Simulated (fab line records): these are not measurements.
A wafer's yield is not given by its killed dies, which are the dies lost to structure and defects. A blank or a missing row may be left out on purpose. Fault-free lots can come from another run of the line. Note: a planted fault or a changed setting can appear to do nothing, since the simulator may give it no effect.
fab line records	flow sky130
[record] lots = 12	wafers = 36	last-day = 50
route steps=708 shown NWELL@81 VT_ADJUST_PCH@153 POLY_GATE@232 LDD_P@264
lots with no fault: from the same line, run without faults
start-h: hours from the record's first day to the start of the lot's first wafer shown	wait-h: hours from the lot's prior step to this one	" repeats the value in the row above	L1.1+2: a single row standing in for several wafers	- value missing, or start not given	* or withheld: withheld	< > ~ a bound
route shown NAME@n: names a module that has steps shown in the file, with the first one's number in the route	usual: mean/standard deviation taken from wafers without a fault	same: alike in all rows	chamber/n: place in a boat	sites: each site's reading	_std_site: how widely they spread, as a standard deviation	_edge_site: the outer-site mean with the inner-site mean subtracted	radius-mm: for every site, how far away it sits from the centre of the wafer	mask NAME#n: copy n	behind: the tool/chamber that last shaped the wafer	hold: cause of the lot's hold/its duration in hours/its outcome	device: whichever transistor did not switch (one of n, p or np)	end of line: the same wafers' tests at the end of the route	where a step has no rows: the recipe by itself	killed: dies that structure and defects cost at the first sort, which is not the same as the wafer's yield	map: a wafer's dies, marking killed ones x, the rest . and places with no die _
set.NAME: the run value of the setting; set.NAME@STEP: its run value at that earlier step	model.NAME: the simulator's own value behind a step, which no gauge read
the route's steps for a sample of lots (tables are steps, rows are wafers)
services: the hour from which a tool's chamber was out of use, counted from the record's first day as start-h (under 0 if before that day), plus the number of hours and why
[[steps]]
[step SKY_NWELL_RTA_28]
[recipe] temp-c = 1050	time-s = 30	idle-temp-c = 650	ramp-up-c-per-s = 150	ramp-down-c-per-s = 90	ambient = N2
[usual] chamber-o2-ppm = 1.997/0.02	lamp-power-pct = 25.29/0.056	ramp-down-c-per-s = 89.998/0.016	wafer_temp_C_max = 1054.9/1
lot.wafer	tool	chamber	start-h	wait-h	chamber-o2-ppm	lamp-power-pct	ramp-down-c-per-s	wafer_temp_C_max
L997.1	rtp-anneal-01	0	100.92	0.0	2.015	25.22	89.988	1053.8
L997.2	"	0	"	"	1.982	25.31	89.977	1056.5
L997.3	"	0	"	"	2.011	25.22	90.033	1054.9
L998.3	rtp-anneal-02	0	107.58	0.0	2.010	25.23	90.034	1053.7
L998.5	"	0	"	"	1.987	25.26	90.015	1053.6
L998.6	"	0	"	"	1.986	25.29	89.971	1053.9
L999.1	rtp-anneal-01	0	121.14	0.0	1.989	25.31	89.987	1053.9
L999.2	"	0	"	"	1.998	25.28	89.977	1054.3
L999.6	"	0	"	"	1.967	25.29	90.009	1054.9
L100.2	rtp-anneal-02	0	125.41	0.0	1.996	25.24	89.999	1055.6
L100.4	"	0	"	"	2.005	25.22	89.995	1054.5
L100.6	"	0	"	"	1.981	25.40	89.986	1054.9
L101.3	rtp-anneal-01	0	133.17	0.0	1.987	25.37	89.989	1055.8
L101.4	"	0	"	"	1.995	25.30	90.014	1054.7
L101.6	"	0	"	"	1.983	25.27	89.978	1053.2
L105.1	rtp-anneal-01	0	154.25	0.0	1.991	25.28	90.003	1055.2
L105.2	"	0	"	"	1.992	25.38	89.983	1054.0
L105.4	"	0	"	"	1.984	25.23	90.022	1056.2
L109.1	rtp-anneal-01	0	176.74	0.0	2.020	25.27	90.011	1056.0
L109.4	"	0	"	"	1.975	25.23	89.975	1054.4
L109.6	"	0	"	"	1.957	25.27	89.992	1053.0
L112.3	rtp-anneal-02	0	195.17	0.0	1.983	25.18	90.012	1053.8
L112.5	"	0	"	"	1.975	25.33	90.007	1055.2
L112.6	"	0	"	"	2.032	25.32	90.014	1054.0
L116.3	rtp-anneal-01	0	221.18	0.0	2.021	25.17	90.001	1054.7
L116.4	"	0	"	"	1.986	25.27	89.995	1054.2
L116.6	"	0	"	"	2.007	25.15	90.006	1055.3
L118.1	rtp-anneal-01	0	231.07	0.0	2.008	25.15	90.004	1055.9
L118.5	"	0	"	"	1.981	25.39	90.018	1054.6
L118.6	"	0	"	"	1.990	25.33	90.000	1054.4
L119.1	rtp-anneal-01	0	233.74	0.0	1.995	25.29	90.007	1054.2
L119.2	"	0	"	"	2.041	25.34	89.987	1056.5
L119.5	"	0	"	"	2.004	25.24	90.020	1053.8
L120.1	rtp-anneal-01	0	242.77	0.0	1.975	25.32	90.023	1055.1
L120.4	"	0	"	"	2.009	25.34	90.022	1053.4
L120.5	"	0	"	"	1.954	25.43	90.031	1056.3
[step SKY_VT_ADJUST_PCH_TW_MEAS_10]
[usual] VT_ADJUST_PCH_TW = 141.2/1
lot.wafer	tool	chamber	start-h	wait-h	VT_ADJUST_PCH_TW
L997.1	film-metro-04	-	221.78	0.1	143.2
L997.2	"	-	"	"	142.1
L997.3	"	-	"	"	142.8
L998.3	film-metro-03	-	231.20	0.1	142.2
L998.5	"	-	"	"	141.3
L998.6	"	-	"	"	142.4
L999.1	film-metro-01	-	247.73	0.1	140.8
L999.2	"	-	"	"	140.7
L999.6	"	-	"	"	141.2
L100.2	film-metro-01	-	251.69	0.1	140.4
L100.4	"	-	"	"	140.7
L100.6	"	-	"	"	140.7
L101.3	film-metro-03	-	261.35	0.1	143.0
L101.4	"	-	"	"	143.5
L101.6	"	-	"	"	143.0
L105.1	film-metro-01	-	288.33	0.1	140.0
L105.2	"	-	"	"	140.4
L105.4	"	-	"	"	140.7
L109.1	film-metro-03	-	316.73	0.1	142.1
L109.4	"	-	"	"	142.5
L109.6	"	-	"	"	142.4
L112.3	film-metro-01	-	336.85	0.1	140.6
L112.5	"	-	"	"	140.9
L112.6	"	-	"	"	140.5
L116.3	film-metro-03	-	373.45	0.1	141.1
L116.4	"	-	"	"	141.1
L116.6	"	-	"	"	141.1
L118.1	film-metro-01	-	384.53	0.1	139.9
L118.5	"	-	"	"	141.2
L118.6	"	-	"	"	141.4
L119.1	film-metro-01	-	388.43	0.1	139.6
L119.2	"	-	"	"	139.6
L119.5	"	-	"	"	141.4
L120.1	film-metro-01	-	397.93	0.1	140.1
L120.4	"	-	"	"	140.4
L120.5	"	-	"	"	140.4
[step SKY_POLY_GATE_STRIP_18]
[recipe] chemistry = O2/N2	power-w = 1400	pressure-mtorr = 1500	platen-temp-c = withheld	o2-flow-sccm = 3000	n2-flow-sccm = 300	overash-fraction = 0.5
[usual] drypump-motor-current-A = 5.4/0.37	oes-product-au = 0.360/0.0048	strip-time-to-endpoint-s = 3.158/0.029
lot.wafer	tool	chamber	start-h	wait-h	drypump-motor-current-A	oes-product-au	rf-hours-counter-h	strip-time-to-endpoint-s
L997.1	plasma-asher-02	0	368.59	0.0	5.6	0.355	68	3.129
L997.2	"	1	"	"	5.1	0.358	68	3.163
L997.3	"	0	"	"	5.6	0.352	-	3.123
L998.3	plasma-asher-02	1	372.62	0.1	5.1	0.357	-	3.162
L998.5	"	1	"	"	5.2	0.353	-	3.091
L998.6	"	0	"	"	5.7	0.355	-	3.125
L999.1	plasma-asher-03	0	396.73	0.0	5.5	0.355	28	3.108
L999.2	"	1	"	"	4.9	0.361	28	3.151
L999.6	"	0	"	"	5.5	0.357	-	3.145
L100.2	plasma-asher-02	1	399.59	0.0	5.2	0.351	70	3.163
L100.4	"	1	"	"	5.2	0.359	-	3.186
L100.6	"	0	"	"	5.6	0.364	-	3.184
L101.3	plasma-asher-03	0	433.10	0.1	5.4	0.362	-	3.190
L101.4	"	1	"	"	4.9	0.360	-	3.164
L101.6	"	1	"	"	5.0	0.360	-	3.197
L105.1	plasma-asher-04	1	444.48	0.0	5.7	0.363	62	3.141
L105.2	"	0	"	"	6.1	0.361	62	3.195
L105.4	"	0	"	"	6.1	0.361	-	3.169
L109.1	plasma-asher-04	0	474.63	0.0	6.1	0.360	65	3.193
L109.4	"	0	"	"	6.1	0.362	-	3.139
L109.6	"	1	"	"	5.7	0.356	-	3.109
L112.3	plasma-asher-04	0	497.72	0.1	6.1	0.371	-	3.185
L112.5	"	0	"	"	6.1	0.367	-	3.155
L112.6	"	1	"	"	5.7	0.359	-	3.123
L116.3	plasma-asher-02	0	536.87	0.1	5.6	0.357	-	3.182
L116.4	"	1	"	"	5.2	0.356	-	3.158
L116.6	"	1	"	"	5.1	0.368	-	3.146
L118.1	plasma-asher-02	0	546.91	0.1	5.6	0.359	84	3.116
L118.5	"	1	"	"	5.2	0.354	-	3.159
L118.6	"	0	"	"	5.6	0.361	-	3.114
L119.1	plasma-asher-03	0	552.68	0.0	5.5	0.364	44	3.141
L119.2	"	1	"	"	5.0	0.358	44	3.142
L119.5	"	1	"	"	5.0	0.366	-	3.165
L120.1	plasma-asher-02	1	563.53	0.0	5.1	0.371	87	3.195
L120.4	"	0	"	"	5.7	0.374	-	3.183
L120.5	"	0	"	"	5.7	0.355	-	3.174
[step SKY_LDD_P_IMPLANT_09]
[recipe] species = BF2	energy-kev = 25	dose-cm2 = 1e+13	tilt-deg = withheld
[usual] dose-ions-cm2 = 1e+13/9.6e+09	faraday-current-uA = 56.3/1.1
lot.wafer	tool	chamber	start-h	wait-h	dose-ions-cm2	faraday-current-uA
L997.1	implanter-03	0	430.88	0.0	9.989e+12	56.3
L997.2	"	0	"	"	9.996e+12	57.5
L997.3	"	0	"	"	1.001e+13	58.4
L998.3	implanter-04	0	435.88	0.1	9.976e+12	54.7
L998.5	"	0	"	"	9.998e+12	55.9
L998.6	"	0	"	"	9.995e+12	56.0
L999.1	implanter-02	0	461.31	0.0	9.982e+12	57.9
L999.2	"	0	"	"	9.993e+12	56.8
L999.6	"	0	"	"	9.994e+12	56.8
L100.2	implanter-03	0	463.85	0.0	9.978e+12	56.3
L100.4	"	0	"	"	9.996e+12	56.8
L100.6	"	0	"	"	9.989e+12	57.2
L101.3	implanter-02	0	497.49	0.1	9.997e+12	56.9
L101.4	"	0	"	"	9.998e+12	55.9
L101.6	"	0	"	"	9.995e+12	56.9
L105.1	implanter-04	0	509.29	0.0	1.0006e+13	56.8
L105.2	"	0	"	"	1e+13	58.0
L105.4	"	0	"	"	1.0004e+13	56.7
L109.1	implanter-04	0	539.28	0.0	3.506e+12	19.6
L109.4	"	0	"	"	3.505e+12	19.9
L109.6	"	0	"	"	3.492e+12	18.9
L112.3	implanter-04	0	559.74	0.1	3.503e+12	19.6
L112.5	"	0	"	"	3.481e+12	19.4
L112.6	"	0	"	"	3.505e+12	18.8
L116.3	implanter-02	0	597.85	0.1	9.996e+12	55.0
L116.4	"	0	"	"	1.001e+13	57.9
L116.6	"	0	"	"	1.0002e+13	58.3
L118.1	implanter-02	0	608.03	0.0	9.999e+12	56.1
L118.5	"	0	"	"	1e+13	54.7
L118.6	"	0	"	"	1.0007e+13	55.1
L119.1	implanter-03	0	615.33	0.0	1.0005e+13	56.2
L119.2	"	0	"	"	1.0017e+13	54.7
L119.5	"	0	"	"	1.0007e+13	55.8
L120.1	implanter-03	0	623.48	0.0	1.0002e+13	56.0
L120.4	"	0	"	"	9.991e+12	55.6
L120.5	"	0	"	"	9.999e+12	56.2
[step SKY_LDD_P_TW_MEAS_11]
[usual] LDD_P_TW = 631/4.7
lot.wafer	tool	chamber	start-h	wait-h	LDD_P_TW
L997.1	film-metro-03	-	431.13	0.1	636
L997.2	"	-	"	"	636
L997.3	"	-	"	"	636
L998.3	film-metro-03	-	436.10	0.1	634
L998.5	"	-	"	"	637
L998.6	"	-	"	"	633
L999.1	film-metro-02	-	461.56	0.1	625
L999.2	"	-	"	"	624
L999.6	"	-	"	"	624
L100.2	film-metro-04	-	464.09	0.1	637
L100.4	"	-	"	"	639
L100.6	"	-	"	"	636
L101.3	film-metro-03	-	497.71	0.1	635
L101.4	"	-	"	"	634
L101.6	"	-	"	"	632
L105.1	film-metro-02	-	509.54	0.1	622
L105.2	"	-	"	"	625
L105.4	"	-	"	"	629
L109.1	film-metro-04	-	539.53	0.1	457
L109.4	"	-	"	"	458
L109.6	"	-	"	"	459
L112.3	film-metro-04	-	559.96	0.1	459
L112.5	"	-	"	"	460
L112.6	"	-	"	"	458
L116.3	film-metro-03	-	598.07	0.1	633
L116.4	"	-	"	"	628
L116.6	"	-	"	"	634
L118.1	film-metro-04	-	608.28	0.1	636
L118.5	"	-	"	"	635
L118.6	"	-	"	"	639
L119.1	film-metro-02	-	615.58	0.1	624
L119.2	"	-	"	"	625
L119.5	"	-	"	"	623
L120.1	film-metro-03	-	623.73	0.1	632
L120.4	"	-	"	"	631
L120.5	"	-	"	"	638
[[services]]
tool	chamber	start-h	hours	kind
implanter-04	-	87.89	3.6	pm
implanter-02	-	95.36	3.8	repair
plasma-asher-03	-	102.17	2.3	repair
plasma-asher-03	-	108.75	9.0	pm
implanter-03	-	139.09	3.8	repair
implanter-03	-	182.30	5.0	repair
implanter-03	-	190.45	2.6	repair
implanter-04	-	246.13	1.7	repair
implanter-04	-	252.74	2.0	repair
implanter-03	-	279.67	8.0	pm
implanter-02	-	290.90	5.0	pm
implanter-02	-	362.68	2.0	repair
plasma-asher-02	-	386.98	3.1	repair
plasma-asher-02	-	421.50	2.8	pm
implanter-02	-	431.21	12.7	repair
implanter-03	-	458.24	3.4	pm
implanter-02	-	465.18	6.5	repair
implanter-03	-	492.13	34.3	repair
implanter-03	-	568.34	19.8	pm
implanter-04	-	576.89	5.5	pm
implanter-02	-	584.07	5.2	repair
implanter-03	-	593.10	3.2	repair
implanter-03	-	593.83	2.3	repair
implanter-02	-	613.68	1.1	repair
[[key]]
[first-sign] step = SKY_LDD_P_IMPLANT_09	reading = dose-ions-cm2	direction = down	sigmas = 99+	usual = *	struck = *
[effect] step = SKY_LDD_P_IMPLANT_09	reading = faraday-current-uA	direction = down	sigmas = 33	usual = 56.3	struck = 19.4
[effect] step = SKY_LDD_P_TW_MEAS_11	reading = LDD_P_TW	direction = down	sigmas = 36	usual = 631	struck = 459
met-at SKY_LDD_P_IMPLANT_09
struck-lots L109,L112
tester-left-out L109,L112
not-acting-at SKY_NWELL_RTA_28,SKY_VT_ADJUST_PCH_TW_MEAS_10,SKY_POLY_GATE_STRIP_18
onset-between 509.29 539.28
[fault] kind = process-parameter-drift	tool = implanter-04	chamber = -	onset-h = 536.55	steps = SKY_LDD_P_IMPLANT_09	channel = dose-cm2	offset = *	shape = step	end-h = 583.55	acts-in = *	stated = *
// tester-left-out: of these lots the tester's yield and bins aren't shown, on N5 and GAA mostly nor the transistor test; their killed dies are dies lost to structure and defects alone, not to doping, threshold or leakage, so they don't give the yield
